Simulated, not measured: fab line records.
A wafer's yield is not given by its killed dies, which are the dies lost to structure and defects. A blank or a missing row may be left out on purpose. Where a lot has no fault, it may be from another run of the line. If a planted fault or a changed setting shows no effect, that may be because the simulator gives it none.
fab line records | flow sky130
record lots=24 | wafers=72 | lastDay=50
route steps=708 shown FIELD_ISO@1 NWELL@63 VT_ADJUST_NCORE@130 SONOS_ONO@173 POLY_GATE@229
lots that met no fault: from a run of the same line without faults
startH: hours from the record's opening day to when the first of the lot's shown wafers began | waitH: hours elapsed since this lot's preceding step | " identical to the entry in the row above | L1.1+2: a single row standing in for several wafers | - no value, or no start given | * or withheld: withheld | < > ~ a bound
route shown NAME@n: NAME is a module with steps in the file, n the number in the route of the first one | usual: average and standard deviation across the fault-free wafers | same: alike in all rows | chamber/n: place in a boat | sites: readings site by site | _std_site: standard deviation across them | _edge_site: inner sites' mean taken away from outer sites' mean | radiusMm: how far each site lies from the wafer's centre | mask NAME#n: copy n | behind: tool/chamber where the wafer was last shaped | hold: the reason the lot was held/the length of the hold in hours/how it ended | device: the transistor (n, p or np) that didn't switch | end of line: at the end of the route, the tests of the same wafers | where a step has no rows: the recipe by itself | killed: dies lost to structure and defects at the first sort, not the wafer's yield | map: dies across one wafer; x = killed, . = not, _ = none there
set.NAME: the setting the step ran with; set.NAME@STEP: the setting that earlier step ran with | model.NAME: the simulator's own value behind a step, which no gauge read
a sample of lots followed through the steps of the route, with each step as a table and each wafer as a row
services: when a tool's chamber went out of use (startH, in hours from the record's first day, below 0 if earlier), for how many hours, and the reason
## steps
# step SKY_FIELD_ISO_BOW_MEAS_00
# recipe mode=bow
# usual INCOMING_BOW=0/6
lot.wafer | tool         | chamber | startH | waitH | INCOMING_BOW[um]
L074.1    | filmMetro-01 | -       | 10.00  | -     | -5
L074.4    | "            | -       | "      | "     | 1
L074.6    | "            | -       | "      | "     | 10
L075.3    | filmMetro-02 | -       | 15.04  | -     | -8
L075.4    | "            | -       | "      | "     | 1
L075.5    | "            | -       | "      | "     | -6
L076.1    | filmMetro-02 | -       | 20.00  | -     | -5
L076.2    | "            | -       | "      | "     | 2
L076.6    | "            | -       | "      | "     | 1
L077.1    | filmMetro-04 | -       | 25.00  | -     | 5
L077.2    | "            | -       | "      | "     | 8
L077.4    | "            | -       | "      | "     | 8
L078.1    | filmMetro-04 | -       | 30.00  | -     | -8
L078.5    | "            | -       | "      | "     | -2
L078.6    | "            | -       | "      | "     | 0
L079.2    | filmMetro-02 | -       | 35.02  | -     | -3
L079.3    | "            | -       | "      | "     | 4
L079.4    | "            | -       | "      | "     | -2
L080.1    | filmMetro-01 | -       | 40.00  | -     | 1
L080.2    | "            | -       | "      | "     | -12
L080.5    | "            | -       | "      | "     | -4
L081.1    | filmMetro-04 | -       | 45.00  | -     | -2
L081.3    | "            | -       | "      | "     | 1
L081.4    | "            | -       | "      | "     | 6
L082.3    | filmMetro-02 | -       | 50.04  | -     | 3
L082.5    | "            | -       | "      | "     | -7
L082.6    | "            | -       | "      | "     | 0
L083.2    | filmMetro-01 | -       | 55.02  | -     | -2
L083.3    | "            | -       | "      | "     | 1
L083.4    | "            | -       | "      | "     | -13
L084.1    | filmMetro-01 | -       | 60.00  | -     | 6
L084.3    | "            | -       | "      | "     | 2
L084.4    | "            | -       | "      | "     | -2
L085.2    | filmMetro-04 | -       | 65.02  | -     | 1
L085.4    | "            | -       | "      | "     | 5
L085.5    | "            | -       | "      | "     | 0
L086.1    | filmMetro-04 | -       | 70.00  | -     | 4
L086.3    | "            | -       | "      | "     | 6
L086.4    | "            | -       | "      | "     | -12
L087.2    | filmMetro-04 | -       | 75.02  | -     | -3
L087.3    | "            | -       | "      | "     | 2
L087.5    | "            | -       | "      | "     | 0
L088.3    | filmMetro-04 | -       | 80.04  | -     | 11
L088.5    | "            | -       | "      | "     | -5
L088.6    | "            | -       | "      | "     | 2
L089.4    | filmMetro-04 | -       | 85.06  | -     | 1
L089.5    | "            | -       | "      | "     | 2
L089.6    | "            | -       | "      | "     | 1
L090.2    | filmMetro-02 | -       | 90.02  | -     | -8
L090.3    | "            | -       | "      | "     | -3
L090.5    | "            | -       | "      | "     | -10
L091.4    | filmMetro-04 | -       | 95.06  | -     | -4
L091.5    | "            | -       | "      | "     | 2
L091.6    | "            | -       | "      | "     | 0
L092.1    | filmMetro-01 | -       | 100.00 | -     | 8
L092.4    | "            | -       | "      | "     | -4
L092.6    | "            | -       | "      | "     | -2
L093.2    | filmMetro-01 | -       | 105.02 | -     | -12
L093.3    | "            | -       | "      | "     | 19
L093.5    | "            | -       | "      | "     | -5
L094.1    | filmMetro-01 | -       | 110.00 | -     | 8
L094.2    | "            | -       | "      | "     | -7
L094.5    | "            | -       | "      | "     | 1
L095.1    | filmMetro-01 | -       | 115.00 | -     | 9
L095.2    | "            | -       | "      | "     | 1
L095.5    | "            | -       | "      | "     | 5
L096.3    | filmMetro-02 | -       | 120.04 | -     | -7
L096.4    | "            | -       | "      | "     | -9
L096.5    | "            | -       | "      | "     | 6
L097.2    | filmMetro-01 | -       | 125.02 | -     | 16
L097.3    | "            | -       | "      | "     | 11
L097.4    | "            | -       | "      | "     | 1
# step SKY_NWELL_OVL_MEAS_10
# usual NWELL_00_OVL=-1.0/1.5
lot.wafer | tool       | chamber | startH | waitH | NWELL_00_OVL[nm]
L074.1    | overlay-01 | -       | 87.13  | -     | -1.7
L074.4    | "          | -       | "      | "     | -0.4
L074.6    | "          | -       | "      | "     | -1.1
L075.3    | overlay-02 | -       | 93.64  | -     | 0.3
L075.4    | "          | -       | "      | "     | -1.2
L075.5    | "          | -       | "      | "     | -2.0
L076.1    | overlay-02 | -       | 97.64  | -     | -1.7
L076.2    | "          | -       | "      | "     | -2.0
L076.6    | "          | -       | "      | "     | -1.7
L077.1    | overlay-02 | -       | 101.88 | -     | 0.8
L077.2    | "          | -       | "      | "     | -1.2
L077.4    | "          | -       | "      | "     | 1.7
L078.1    | overlay-01 | -       | 110.49 | -     | -3.4
L078.5    | "          | -       | "      | "     | -0.9
L078.6    | "          | -       | "      | "     | -2.0
L079.2    | overlay-02 | -       | 113.44 | -     | -0.8
L079.3    | "          | -       | "      | "     | 0.9
L079.4    | "          | -       | "      | "     | -0.3
L080.1    | overlay-01 | -       | 118.24 | -     | -0.5
L080.2    | "          | -       | "      | "     | -2.2
L080.5    | "          | -       | "      | "     | -0.3
L081.1    | overlay-01 | -       | 123.83 | -     | -0.5
L081.3    | "          | -       | "      | "     | -0.2
L081.4    | "          | -       | "      | "     | 0.1
L082.3    | overlay-02 | -       | 133.04 | -     | -2.0
L082.5    | "          | -       | "      | "     | -1.1
L082.6    | "          | -       | "      | "     | -2.3
L083.2    | overlay-01 | -       | 138.34 | -     | -0.3
L083.3    | "          | -       | "      | "     | 1.0
L083.4    | "          | -       | "      | "     | 1.4
L084.1    | overlay-01 | -       | 142.08 | -     | -1.5
L084.3    | "          | -       | "      | "     | -0.4
L084.4    | "          | -       | "      | "     | -1.5
L085.2    | overlay-01 | -       | 147.19 | -     | -2.4
L085.4    | "          | -       | "      | "     | -1.8
L085.5    | "          | -       | "      | "     | -2.5
L086.1    | overlay-01 | -       | 154.73 | -     | -1.8
L086.3    | "          | -       | "      | "     | -0.9
L086.4    | "          | -       | "      | "     | -2.5
L087.2    | overlay-02 | -       | 160.28 | -     | -1.2
L087.3    | "          | -       | "      | "     | -0.2
L087.5    | "          | -       | "      | "     | -0.8
L088.3    | overlay-01 | -       | 165.70 | -     | -1.0
L088.5    | "          | -       | "      | "     | -2.9
L088.6    | "          | -       | "      | "     | 0.2
L089.4    | overlay-02 | -       | 172.15 | -     | -1.8
L089.5    | "          | -       | "      | "     | -1.1
L089.6    | "          | -       | "      | "     | 0.2
L090.2    | overlay-01 | -       | 178.39 | -     | -0.7
L090.3    | "          | -       | "      | "     | -1.9
L090.5    | "          | -       | "      | "     | 0.1
L091.4    | overlay-01 | -       | 184.61 | -     | 3.1
L091.5    | "          | -       | "      | "     | 2.4
L091.6    | "          | -       | "      | "     | 2.4
L092.1    | overlay-01 | -       | 192.93 | -     | 1.1
L092.4    | "          | -       | "      | "     | 0.5
L092.6    | "          | -       | "      | "     | 2.7
L093.2    | overlay-01 | -       | 194.33 | -     | -3.7
L093.3    | "          | -       | "      | "     | -1.3
L093.5    | "          | -       | "      | "     | -1.8
L094.1    | overlay-01 | -       | 202.38 | -     | -3.2
L094.2    | "          | -       | "      | "     | -4.1
L094.5    | "          | -       | "      | "     | -3.0
L095.1    | overlay-01 | -       | 207.14 | -     | -0.5
L095.2    | "          | -       | "      | "     | -0.7
L095.5    | "          | -       | "      | "     | 1.6
L096.3    | overlay-01 | -       | 213.14 | -     | -1.5
L096.4    | "          | -       | "      | "     | -1.0
L096.5    | "          | -       | "      | "     | -1.2
L097.2    | overlay-01 | -       | 218.13 | -     | -1.6
L097.3    | "          | -       | "      | "     | -3.5
L097.4    | "          | -       | "      | "     | -0.7
# step SKY_VT_ADJUST_NCORE_TW_MEAS_11
# usual VT_ADJUST_NCORE_TW=219.7/1.9
lot.wafer | tool         | chamber | startH | waitH | VT_ADJUST_NCORE_TW
L074.1    | filmMetro-01 | -       | 185.27 | 0.1   | 218.5
L074.4    | "            | -       | "      | "     | 218.4
L074.6    | "            | -       | "      | "     | 218.5
L075.3    | filmMetro-02 | -       | 193.10 | 0.1   | 217.8
L075.4    | "            | -       | "      | "     | 217.3
L075.5    | "            | -       | "      | "     | 218.5
L076.1    | filmMetro-01 | -       | 196.42 | 0.1   | 219.6
L076.2    | "            | -       | "      | "     | 219.9
L076.6    | "            | -       | "      | "     | 218.1
L077.1    | filmMetro-01 | -       | 201.18 | 0.1   | 217.8
L077.2    | "            | -       | "      | "     | 219.8
L077.4    | "            | -       | "      | "     | 219.4
L078.1    | filmMetro-04 | -       | 212.13 | 0.1   | 224.0
L078.5    | "            | -       | "      | "     | 223.3
L078.6    | "            | -       | "      | "     | 223.0
L079.2    | filmMetro-02 | -       | 216.24 | 0.1   | 217.9
L079.3    | "            | -       | "      | "     | 216.5
L079.4    | "            | -       | "      | "     | 217.6
L080.1    | filmMetro-02 | -       | 222.38 | 0.1   | 217.6
L080.2    | "            | -       | "      | "     | 217.6
L080.5    | "            | -       | "      | "     | 217.5
L081.1    | filmMetro-02 | -       | 228.92 | 0.1   | 217.4
L081.3    | "            | -       | "      | "     | 217.0
L081.4    | "            | -       | "      | "     | 216.7
L082.3    | filmMetro-04 | -       | 241.44 | 0.1   | 219.5
L082.5    | "            | -       | "      | "     | 219.4
L082.6    | "            | -       | "      | "     | 220.3
L083.2    | filmMetro-01 | -       | 245.84 | 0.1   | 218.6
L083.3    | "            | -       | "      | "     | 218.7
L083.4    | "            | -       | "      | "     | 217.7
L084.1    | filmMetro-01 | -       | 255.37 | 0.1   | 219.1
L084.3    | "            | -       | "      | "     | 218.0
L084.4    | "            | -       | "      | "     | 217.6
L085.2    | filmMetro-01 | -       | 257.64 | 0.1   | 218.3
L085.4    | "            | -       | "      | "     | 219.6
L085.5    | "            | -       | "      | "     | 217.9
L086.1    | filmMetro-01 | -       | 268.07 | 0.1   | 219.5
L086.3    | "            | -       | "      | "     | 219.2
L086.4    | "            | -       | "      | "     | 218.9
L087.2    | filmMetro-01 | -       | 273.15 | 0.1   | 220.8
L087.3    | "            | -       | "      | "     | 220.4
L087.5    | "            | -       | "      | "     | 219.9
L088.3    | filmMetro-04 | -       | 280.70 | 0.1   | 221.8
L088.5    | "            | -       | "      | "     | 223.1
L088.6    | "            | -       | "      | "     | 222.7
L089.4    | filmMetro-04 | -       | 286.67 | 0.1   | 221.4
L089.5    | "            | -       | "      | "     | 222.9
L089.6    | "            | -       | "      | "     | 223.0
L090.2    | filmMetro-01 | -       | 294.89 | 0.1   | 218.9
L090.3    | "            | -       | "      | "     | 220.3
L090.5    | "            | -       | "      | "     | 219.2
L091.4    | filmMetro-04 | -       | 303.31 | 0.1   | 222.3
L091.5    | "            | -       | "      | "     | 222.0
L091.6    | "            | -       | "      | "     | 222.8
L092.1    | filmMetro-04 | -       | 311.59 | 0.1   | 221.4
L092.4    | "            | -       | "      | "     | 221.7
L092.6    | "            | -       | "      | "     | 222.9
L093.2    | filmMetro-01 | -       | 315.59 | 0.1   | 221.2
L093.3    | "            | -       | "      | "     | 220.1
L093.5    | "            | -       | "      | "     | 220.2
L094.1    | filmMetro-01 | -       | 324.12 | 0.1   | 219.9
L094.2    | "            | -       | "      | "     | 219.4
L094.5    | "            | -       | "      | "     | 220.3
L095.1    | filmMetro-04 | -       | 330.59 | 0.1   | 221.1
L095.2    | "            | -       | "      | "     | 222.1
L095.5    | "            | -       | "      | "     | 222.2
L096.3    | filmMetro-02 | -       | 336.95 | 0.1   | 217.9
L096.4    | "            | -       | "      | "     | 218.4
L096.5    | "            | -       | "      | "     | 217.3
L097.2    | filmMetro-01 | -       | 341.28 | 0.1   | 220.6
L097.3    | "            | -       | "      | "     | 220.3
L097.4    | "            | -       | "      | "     | 220.6
# step SKY_SONOS_ONO_THK_MEAS_05
# recipe reads=SiO2_of_SONOS_ONO_CVD_04
# usual SONOS_ONO_CVD_04_THK=5.66/0.12
lot.wafer | tool         | chamber | startH | waitH | SONOS_ONO_CVD_04_THK[nm]
L074.1    | filmMetro-04 | -       | 261.56 | 0.0   | 5.86
L074.4    | "            | -       | "      | "     | 5.76
L074.6    | "            | -       | "      | "     | 5.79
L075.3    | filmMetro-01 | -       | 267.26 | 0.0   | 5.64
L075.4    | "            | -       | "      | "     | 5.68
L075.5    | "            | -       | "      | "     | 5.78
L076.1    | filmMetro-01 | -       | 273.73 | 0.0   | 5.73
L076.2    | "            | -       | "      | "     | 5.72
L076.6    | "            | -       | "      | "     | 5.67
L077.1    | filmMetro-01 | -       | 277.29 | 0.0   | 5.78
L077.2    | "            | -       | "      | "     | 5.71
L077.4    | "            | -       | "      | "     | 5.71
L078.1    | filmMetro-02 | -       | 288.77 | 0.0   | 5.75
L078.5    | "            | -       | "      | "     | 5.59
L078.6    | "            | -       | "      | "     | 5.54
L079.2    | filmMetro-01 | -       | 292.98 | 0.0   | 5.63
L079.3    | "            | -       | "      | "     | 5.54
L079.4    | "            | -       | "      | "     | 5.55
L080.1    | filmMetro-01 | -       | 299.24 | 0.0   | 5.44
L080.2    | "            | -       | "      | "     | 5.63
L080.5    | "            | -       | "      | "     | 5.50
L081.1    | filmMetro-04 | -       | 307.23 | 0.0   | 5.67
L081.3    | "            | -       | "      | "     | 5.78
L081.4    | "            | -       | "      | "     | 5.64
L082.3    | filmMetro-02 | -       | 322.62 | 0.0   | 5.67
L082.5    | "            | -       | "      | "     | 5.66
L082.6    | "            | -       | "      | "     | 5.64
L083.2    | filmMetro-02 | -       | 325.85 | 0.0   | 5.72
L083.3    | "            | -       | "      | "     | 5.65
L083.4    | "            | -       | "      | "     | 5.72
L084.1    | filmMetro-01 | -       | 335.84 | 0.0   | 5.72
L084.3    | "            | -       | "      | "     | 5.63
L084.4    | "            | -       | "      | "     | 5.68
L085.2    | filmMetro-01 | -       | 339.23 | 0.0   | 5.66
L085.4    | "            | -       | "      | "     | 5.62
L085.5    | "            | -       | "      | "     | 5.66
L086.1    | filmMetro-01 | -       | 352.70 | 0.0   | 5.68
L086.3    | "            | -       | "      | "     | 5.66
L086.4    | "            | -       | "      | "     | 5.73
L087.2    | filmMetro-01 | -       | 357.92 | 0.0   | 5.61
L087.3    | "            | -       | "      | "     | 5.66
L087.5    | "            | -       | "      | "     | 5.59
L088.3    | filmMetro-02 | -       | 365.17 | 0.0   | 5.47
L088.5    | "            | -       | "      | "     | 5.52
L088.6    | "            | -       | "      | "     | 5.54
L089.4    | filmMetro-01 | -       | 373.84 | 0.0   | 5.79
L089.5    | "            | -       | "      | "     | 5.73
L089.6    | "            | -       | "      | "     | 5.74
L090.2    | filmMetro-04 | -       | 383.08 | 0.0   | 5.96
L090.3    | "            | -       | "      | "     | 6.00
L090.5    | "            | -       | "      | "     | 5.97
L091.4    | filmMetro-01 | -       | 393.16 | 0.0   | 5.75
L091.5    | "            | -       | "      | "     | 5.72
L091.6    | "            | -       | "      | "     | 5.69
L092.1    | filmMetro-04 | -       | 403.09 | 0.0   | 5.54
L092.4    | "            | -       | "      | "     | 5.49
L092.6    | "            | -       | "      | "     | 5.66
L093.2    | filmMetro-01 | -       | 407.77 | 0.0   | 5.71
L093.3    | "            | -       | "      | "     | 5.70
L093.5    | "            | -       | "      | "     | 5.73
L094.1    | filmMetro-02 | -       | 418.10 | 0.0   | 5.48
L094.2    | "            | -       | "      | "     | 5.41
L094.5    | "            | -       | "      | "     | 5.55
L095.1    | filmMetro-02 | -       | 424.23 | 0.0   | 5.55
L095.2    | "            | -       | "      | "     | 5.43
L095.5    | "            | -       | "      | "     | 5.45
L096.3    | filmMetro-01 | -       | 432.20 | 0.0   | 5.68
L096.4    | "            | -       | "      | "     | 5.68
L096.5    | "            | -       | "      | "     | 5.72
L097.2    | filmMetro-01 | -       | 435.03 | 0.0   | 5.65
L097.3    | "            | -       | "      | "     | 5.63
L097.4    | "            | -       | "      | "     | 5.55
# step SKY_SONOS_ONO_OVL_MEAS_14
# usual SONOS_ONO_OVL=-1.0/1.2
lot.wafer | tool       | chamber | startH | waitH | SONOS_ONO_OVL[nm]
L074.1    | overlay-01 | -       | 285.59 | 0.1   | 0.0
L074.4    | "          | -       | "      | "     | 0.6
L074.6    | "          | -       | "      | "     | 0.0
L075.3    | overlay-01 | -       | 291.53 | 0.1   | -1.2
L075.4    | "          | -       | "      | "     | -2.8
L075.5    | "          | -       | "      | "     | 0.4
L076.1    | overlay-01 | -       | 298.49 | 0.1   | 0.0
L076.2    | "          | -       | "      | "     | 0.3
L076.6    | "          | -       | "      | "     | -2.3
L077.1    | overlay-02 | -       | 302.69 | 0.1   | -1.0
L077.2    | "          | -       | "      | "     | 0.0
L077.4    | "          | -       | "      | "     | -0.4
L078.1    | overlay-01 | -       | 314.66 | 0.1   | -1.7
L078.5    | "          | -       | "      | "     | -2.0
L078.6    | "          | -       | "      | "     | -1.2
L079.2    | overlay-01 | -       | 318.31 | 0.1   | -0.5
L079.3    | "          | -       | "      | "     | -4.1
L079.4    | "          | -       | "      | "     | -2.3
L080.1    | overlay-01 | -       | 325.46 | 0.1   | -2.3
L080.2    | "          | -       | "      | "     | -0.8
L080.5    | "          | -       | "      | "     | -1.1
L081.1    | overlay-02 | -       | 333.69 | 0.1   | -2.4
L081.3    | "          | -       | "      | "     | -3.2
L081.4    | "          | -       | "      | "     | -1.9
L082.3    | overlay-02 | -       | 349.11 | 0.1   | -0.6
L082.5    | "          | -       | "      | "     | -3.0
L082.6    | "          | -       | "      | "     | -0.7
L083.2    | overlay-01 | -       | 352.94 | 0.1   | -1.6
L083.3    | "          | -       | "      | "     | -1.8
L083.4    | "          | -       | "      | "     | -1.3
L084.1    | overlay-01 | -       | 363.24 | 0.1   | 0.0
L084.3    | "          | -       | "      | "     | -0.8
L084.4    | "          | -       | "      | "     | -2.0
L085.2    | overlay-02 | -       | 366.95 | 0.1   | 0.2
L085.4    | "          | -       | "      | "     | -0.4
L085.5    | "          | -       | "      | "     | -1.3
L086.1    | overlay-02 | -       | 381.04 | 0.1   | -1.9
L086.3    | "          | -       | "      | "     | -0.6
L086.4    | "          | -       | "      | "     | -0.3
L087.2    | overlay-02 | -       | 386.11 | 0.1   | -0.3
L087.3    | "          | -       | "      | "     | -0.7
L087.5    | "          | -       | "      | "     | -0.4
L088.3    | overlay-02 | -       | 394.80 | 0.1   | 0.6
L088.5    | "          | -       | "      | "     | -0.8
L088.6    | "          | -       | "      | "     | 0.8
L089.4    | overlay-01 | -       | 403.36 | 0.1   | -1.5
L089.5    | "          | -       | "      | "     | -0.1
L089.6    | "          | -       | "      | "     | -0.8
L090.2    | overlay-01 | -       | 412.76 | 0.1   | -0.9
L090.3    | "          | -       | "      | "     | 1.2
L090.5    | "          | -       | "      | "     | 0.0
L091.4    | overlay-02 | -       | 423.12 | 0.1   | -0.2
L091.5    | "          | -       | "      | "     | -0.5
L091.6    | "          | -       | "      | "     | -1.3
L092.1    | overlay-02 | -       | 432.84 | 0.1   | -0.2
L092.4    | "          | -       | "      | "     | -0.7
L092.6    | "          | -       | "      | "     | -0.8
L093.2    | overlay-02 | -       | 437.79 | 0.1   | -3.0
L093.3    | "          | -       | "      | "     | -1.4
L093.5    | "          | -       | "      | "     | -2.7
L094.1    | overlay-01 | -       | 448.59 | 0.1   | -0.1
L094.2    | "          | -       | "      | "     | 0.3
L094.5    | "          | -       | "      | "     | -3.0
L095.1    | overlay-01 | -       | 455.39 | 0.1   | -0.9
L095.2    | "          | -       | "      | "     | -1.6
L095.5    | "          | -       | "      | "     | -2.2
L096.3    | overlay-01 | -       | 463.35 | 0.1   | -1.2
L096.4    | "          | -       | "      | "     | -1.0
L096.5    | "          | -       | "      | "     | -0.8
L097.2    | overlay-02 | -       | 466.04 | 0.1   | -4.6
L097.3    | "          | -       | "      | "     | -3.6
L097.4    | "          | -       | "      | "     | -3.3
# step SKY_POLY_GATE_ETCH_15
# recipe chemistry=N2/H2 | target=BARC | ionEnergyEv=200 | sourceW=500 | biasW=100 | pressureMtorr=30 | n2FlowSccm=100 | h2FlowSccm=200 | stopOn=SiO2 | timeS=118.5 | targetDepthA=1100
# usual drypumpMotorCurrentA=5.51/0.29 | oesProductAu=0.717/0.0052 | throttleValvePct=13.214/0.0097
lot.wafer | tool       | chamber | startH | waitH | drypumpMotorCurrentA | oesProductAu | rfHoursCounterH | throttleValvePct
L074.1    | rieDiel-01 | 2       | 373.12 | 0.0   | 5.55                 | 0.709        | 39              | 13.216
L074.4    | "          | 1       | "      | "     | 5.64                 | 0.713        | 79              | 13.207
L074.6    | "          | 3       | "      | "     | 5.55                 | 0.722        | -               | 13.212
L075.3    | rieDiel-03 | 3       | 383.67 | 0.0   | 5.34                 | 0.712        | 30              | 13.215
L075.4    | "          | 2       | "      | "     | 5.75                 | 0.725        | 45              | 13.219
L075.5    | "          | 1       | "      | "     | 6.22                 | 0.720        | -               | 13.212
L076.1    | rieDiel-03 | 2       | 389.47 | 0.0   | 5.79                 | 0.724        | 45              | 13.232
L076.2    | "          | 3       | "      | "     | 5.32                 | 0.721        | 30              | 13.197
L076.6    | "          | 1       | "      | "     | 6.19                 | 0.718        | -               | 13.204
L077.1    | rieDiel-03 | 2       | 396.72 | 0.0   | 5.77                 | 0.720        | 45              | 13.226
L077.2    | "          | 0       | "      | "     | 5.24                 | 0.715        | 37              | 13.215
L077.4    | "          | 3       | "      | "     | 5.35                 | 0.725        | 30              | 13.209
L078.1    | rieDiel-03 | 1       | 406.87 | 0.0   | 6.19                 | 0.719        | 6               | 13.214
L078.5    | "          | 2       | "      | "     | 5.80                 | 0.719        | -               | 13.221
L078.6    | "          | 1       | "      | "     | 6.18                 | 0.716        | -               | 13.229
L079.2    | rieDiel-03 | 1       | 412.19 | 0.0   | 6.16                 | 0.721        | 6               | 13.219
L079.3    | "          | 0       | "      | "     | 5.25                 | 0.715        | 37              | 13.216
L079.4    | "          | 2       | "      | "     | 5.79                 | 0.710        | 45              | 13.204
L080.1    | rieDiel-01 | 0       | 420.73 | 0.0   | 5.61                 | 0.712        | 90              | 13.222
L080.2    | "          | 1       | "      | "     | 5.65                 | 0.713        | 80              | 13.214
L080.5    | "          | 0       | "      | "     | 5.60                 | 0.713        | -               | 13.226
L081.1    | rieDiel-04 | 2       | 430.67 | 0.0   | 5.65                 | 0.718        | 6               | 13.186
L081.3    | "          | 1       | "      | "     | 5.20                 | 0.715        | 4               | 13.230
L081.4    | "          | 1       | "      | "     | 5.21                 | 0.711        | -               | 13.223
L082.3    | rieDiel-04 | 0       | 448.44 | 0.0   | 5.00                 | 0.711        | 0               | 13.213
L082.5    | "          | 1       | "      | "     | 5.18                 | 0.720        | -               | 13.210
L082.6    | "          | 2       | "      | "     | 5.64                 | 0.708        | -               | 13.204
L083.2    | rieDiel-01 | 2       | 449.44 | 0.0   | 5.55                 | 0.718        | 40              | 13.220
L083.3    | "          | 0       | "      | "     | 5.61                 | 0.718        | 91              | 13.212
L083.4    | "          | 1       | "      | "     | 5.65                 | 0.720        | 81              | 13.204
L084.1    | rieDiel-04 | 3       | 460.48 | 0.0   | 5.36                 | 0.710        | 39              | 13.216
L084.3    | "          | 0       | "      | "     | 4.99                 | 0.718        | 0               | 13.214
L084.4    | "          | 2       | "      | "     | 5.62                 | 0.722        | 7               | 13.200
L085.2    | rieDiel-01 | 2       | 467.39 | 0.0   | 5.54                 | 0.718        | 41              | 13.217
L085.4    | "          | 0       | "      | "     | 5.61                 | 0.713        | 91              | 13.205
L085.5    | "          | 2       | "      | "     | 5.54                 | 0.714        | -               | 13.220
L086.1    | rieDiel-01 | 0       | 480.09 | 0.0   | 5.60                 | 0.722        | 92              | 13.222
L086.3    | "          | 2       | "      | "     | 5.51                 | 0.724        | 41              | 13.225
L086.4    | "          | 1       | "      | "     | 5.64                 | 0.714        | 81              | 13.214
L087.2    | rieDiel-04 | 1       | 487.38 | 0.0   | 5.17                 | 0.721        | 5               | 13.218
L087.3    | "          | 3       | "      | "     | 5.35                 | 0.724        | 39              | 13.214
L087.5    | "          | 3       | "      | "     | 5.35                 | 0.723        | -               | 13.228
L088.3    | rieDiel-04 | 1       | 495.84 | 0.0   | 5.18                 | 0.717        | 5               | 13.224
L088.5    | "          | 0       | "      | "     | 4.98                 | 0.719        | -               | 13.212
L088.6    | "          | 1       | "      | "     | 5.19                 | 0.721        | -               | 13.238
L089.4    | rieDiel-01 | 3       | 506.22 | 0.1   | 5.56                 | 0.718        | -               | 13.195
L089.5    | "          | 3       | "      | "     | 5.54                 | 0.720        | -               | 13.228
L089.6    | "          | 1       | "      | "     | 5.64                 | 0.715        | -               | 13.195
L090.2    | rieDiel-03 | 3       | 512.58 | 0.0   | 5.37                 | 0.707        | 32              | 13.205
L090.3    | "          | 0       | "      | "     | 5.18                 | 0.720        | 39              | 13.200
L090.5    | "          | 1       | "      | "     | 6.18                 | 0.712        | -               | 13.219
L091.4    | rieDiel-01 | 3       | 525.73 | 0.0   | 5.55                 | 0.716        | 7               | 13.212
L091.5    | "          | 3       | "      | "     | 5.56                 | 0.714        | -               | 13.219
L091.6    | "          | 2       | "      | "     | 5.55                 | 0.719        | -               | 13.191
L092.1    | rieDiel-04 | 0       | 533.77 | 0.0   | 4.96                 | 0.714        | 2               | 13.219
L092.4    | "          | 2       | "      | "     | 5.65                 | 0.721        | 8               | 13.218
L092.6    | "          | 1       | "      | "     | 5.19                 | 0.718        | -               | 13.210
L093.2    | rieDiel-04 | 2       | 537.64 | 0.0   | 5.64                 | 0.722        | 8               | 13.206
L093.3    | "          | 0       | "      | "     | 4.98                 | 0.717        | 2               | 13.199
L093.5    | "          | 3       | "      | "     | 5.35                 | 0.712        | -               | 13.206
L094.1    | rieDiel-01 | 1       | 547.78 | 0.0   | 5.64                 | 0.706        | 83              | 13.218
L094.2    | "          | 3       | "      | "     | 5.56                 | 0.716        | 8               | 13.228
L094.5    | "          | 1       | "      | "     | 5.63                 | 0.709        | -               | 13.204
L095.1    | rieDiel-04 | 0       | 554.53 | 0.0   | 4.96                 | 0.712        | 2               | 13.214
L095.2    | "          | 3       | "      | "     | 5.34                 | 0.705        | 40              | 13.224
L095.5    | "          | 2       | "      | "     | 5.64                 | 0.712        | -               | 13.207
L096.3    | rieDiel-01 | 0       | 560.72 | 0.0   | 5.59                 | 0.720        | 1               | 13.221
L096.4    | "          | 3       | "      | "     | 5.56                 | 0.727        | -               | 13.224
L096.5    | "          | 2       | "      | "     | 5.54                 | 0.726        | -               | 13.217
L097.2    | rieDiel-04 | 0       | 564.17 | 0.0   | 4.94                 | 0.713        | 2               | 13.216
L097.3    | "          | 3       | "      | "     | 5.36                 | 0.714        | 41              | 13.222
L097.4    | "          | 2       | "      | "     | 5.63                 | 0.715        | 8               | 13.199
## services
tool       | chamber | startH | hours | kind
rieDiel-04 | 0       | 364.49 | 1.7   | repair
rieDiel-04 | 0       | 386.86 | 3.5   | repair
rieDiel-04 | 0       | 397.57 | 6.2   | repair
rieDiel-04 | 0       | 408.68 | 9.6   | repair
rieDiel-04 | 0       | 418.27 | -     | clean
rieDiel-04 | 0       | 418.27 | 21.2  | scheduledDown
rieDiel-04 | 0       | 418.27 | 21.2  | ventCycle
rieDiel-03 | 2       | 450.82 | 3.6   | repair
rieDiel-01 | 0       | 498.52 | -     | clean
rieDiel-01 | 0       | 498.52 | 20.2  | scheduledDown
rieDiel-01 | 0       | 498.52 | 20.2  | ventCycle
rieDiel-01 | 2       | 501.39 | 9.7   | repair
rieDiel-03 | 3       | 505.12 | 4.4   | repair
rieDiel-01 | -       | 506.89 | 0.2   | repair
rieDiel-03 | 1       | 518.89 | 5.2   | repair
rieDiel-03 | 2       | 535.49 | 3.5   | repair
rieDiel-01 | 1       | 553.00 | -     | clean
rieDiel-01 | 1       | 553.00 | 17.7  | scheduledDown
rieDiel-01 | 1       | 553.00 | 17.7  | ventCycle
rieDiel-03 | 3       | 560.70 | 10.1  | repair
## key
fault none
